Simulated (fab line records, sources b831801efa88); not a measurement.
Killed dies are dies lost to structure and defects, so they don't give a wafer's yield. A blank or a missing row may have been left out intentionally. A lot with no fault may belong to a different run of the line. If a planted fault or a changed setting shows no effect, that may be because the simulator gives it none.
Struck lot and sound lot, side by side || flow sky130 || 15 out of 708 route steps
Sound: these wafers, L970.2, L970.3, L970.6. Struck: wafer L960.2. (L960.3, L960.6 of the same lot were not struck and are left out.) The cause comes at the end.
Per side, at each step with rows, come the tool, then ch with its chambers, and then its first start. Under that, the readings that differ: sound wafers || struck wafers || difference of the means || sigmas: that difference in standard deviations of wafers without a fault.
alike: same words and numbers on both sides, and readings whose means sit less than 2 such deviations apart. not compared: any withheld reading, any reading some wafer has no value for, any bound like >300 that may hide the same value, and any number with overlapping values for which the record gives no deviation.
The two part at a step that has a row with sigmas, a row that says differs or no value, or rows on one side only. Numbers that have no deviation but don't overlap get no sigmas and don't part them. A reading that every wafer of one side lacks parts them only if that side has two wafers or more.

SKY_CONTACT_OVL_MEAS_15:
  sound on overlay-01 at day 37 00:50; struck on overlay-01 at day 33 21:13
  alike: CONTACT_OVL
SKY_CONTACT_ETCH_16: etches BARC in N2/H2, stops on SiO2, time 45.9 s, target depth 60 nm.
  sound on rieDiel-04 ch 1,2, day 37 00:52; struck on rieDiel-02 ch 2, day 33 21:15
  alike: drypumpMotorCurrentA, oesProductAu, throttleValvePct
  not compared: rfHoursCounterH
SKY_CONTACT_ETCH_17: etches SiO2 in C4F8/O2/Ar, stops on Si3N4, target depth 340 nm.
  sound on rieDiel-04 ch 1,2, day 37 00:55; struck on rieDiel-02 ch 2, day 33 21:17
  alike: oesProductAu
SKY_CONTACT_ETCH_18: etches Si3N4 in CHF3/O2, stops on TiN, time 39 s, target depth 75 nm.
  sound: rieDiel-04 ch 1,2; struck: rieDiel-02 ch 2
  alike: drypumpMotorCurrentA, oesProductAu, throttleValvePct
  not compared: rfHoursCounterH
SKY_CONTACT_STRIP_19: strips in O2/N2.
  sound on plasmaAsher-03 ch 0,1, day 37 01:01; struck on plasmaAsher-01 ch 0, day 33 21:23
{"reading": "o2FlowSccm (sccm)", "sound": "3015 2995 3011", "struck": 2984, "difference": -23, "sigmas": -3}
  alike: drypumpMotorCurrentA, oesProductAu, stripTimeToEndpointS
  not compared: rfHoursCounterH
then, 5 steps without rows for these wafers: SKY_CONTACT_STRIP_20 (strips in post etch residue remover, time 1200 s); SKY_CONTACT_CLEAN_21 (cleans in IPA, time 180 s); SKY_CONTACT_CLEAN_22 (cleans in O3/DIW); SKY_CONTACT_SPUTTER_23 (material TiN, target thk 20 nm, time 80 s); SKY_CONTACT_CVD_24 (deposits W, target thk 340 nm, time 102.12 s).
SKY_CONTACT_RS_MEAS_25: uses a four-point probe to measure.
  sound on filmMetro-04 at day 37 01:51; struck on filmMetro-02 at day 33 22:10
{"reading": "CONTACT_W_RS (ohm/sq)", "sound": "0.336 0.334 0.338", "struck": 0.344, "difference": "+0.008", "sigmas": "+2"}
SKY_CONTACT_THK_MEAS_26: measures by xrf.
  sound on filmMetro-04 at day 37 01:58; struck on filmMetro-02 at day 33 22:16
{"reading": "CONTACT_W_THK (nm)", "sound": "365 363 361", "struck": 347, "difference": -16, "sigmas": -3}
SKY_CONTACT_CMP_27: polishes, stops on SiO2, t overpolish 15 s, target thk 0 nm.
  sound on cmp-02 ch 0,3, day 37 02:01; struck on cmp-01 ch 2, day 33 22:19
{"reading": "overpolishRunS (s)", "sound": "15.006 15.011 15.001", "struck": 0.036, "difference": -14.970, "sigmas": "-99 or more"}
{"reading": "timeToEndpointS (s)", "sound": "79.9 85.3 83.8", "struck": 123.9, "difference": "+40.9", "sigmas": "+14"}
  alike: motorCurrentA
SKY_METAL1_SPUTTER_00: material Ti, target thk 15 nm, time 10 s.
  rows exist in the record for the sound wafers here (pvdSputter-04, day 37 02:19), none for the struck ones
-- the record jumps here: 14 days lie between the struck wafers' starts before and after (it left off in module METAL1 and takes up again in module PAD_OPEN, whose first step shown is number 708 of the route) --
SKY_PAD_OPEN_PROBE_99:
  sound on prober-02 at day 50 03:47; struck on prober-01 at day 48 00:35
{"reading": "killedAtContacts", "sound": 28, "struck": 434, "difference": "+406", "sigmas": "+80"}
{"reading": "killedDies", "sound": 95, "struck": 492, "difference": "+397", "sigmas": "+45"}
{"reading": "killedOnRim", "sound": 20, "struck": 96, "difference": "+76", "sigmas": "+21"}
{"reading": "killedOpen", "sound": 57, "struck": 41, "difference": -16, "sigmas": -2}
  alike: killed_at_M0_to_M3, killed_at_M4_up, killedAtFrontEnd, killedAtOther, killedShort

== WHERE THEY PART ==
Earliest at SKY_CONTACT_STRIP_19; latest, in this record, at SKY_PAD_OPEN_PROBE_99.

WHY: what the simulator had put in
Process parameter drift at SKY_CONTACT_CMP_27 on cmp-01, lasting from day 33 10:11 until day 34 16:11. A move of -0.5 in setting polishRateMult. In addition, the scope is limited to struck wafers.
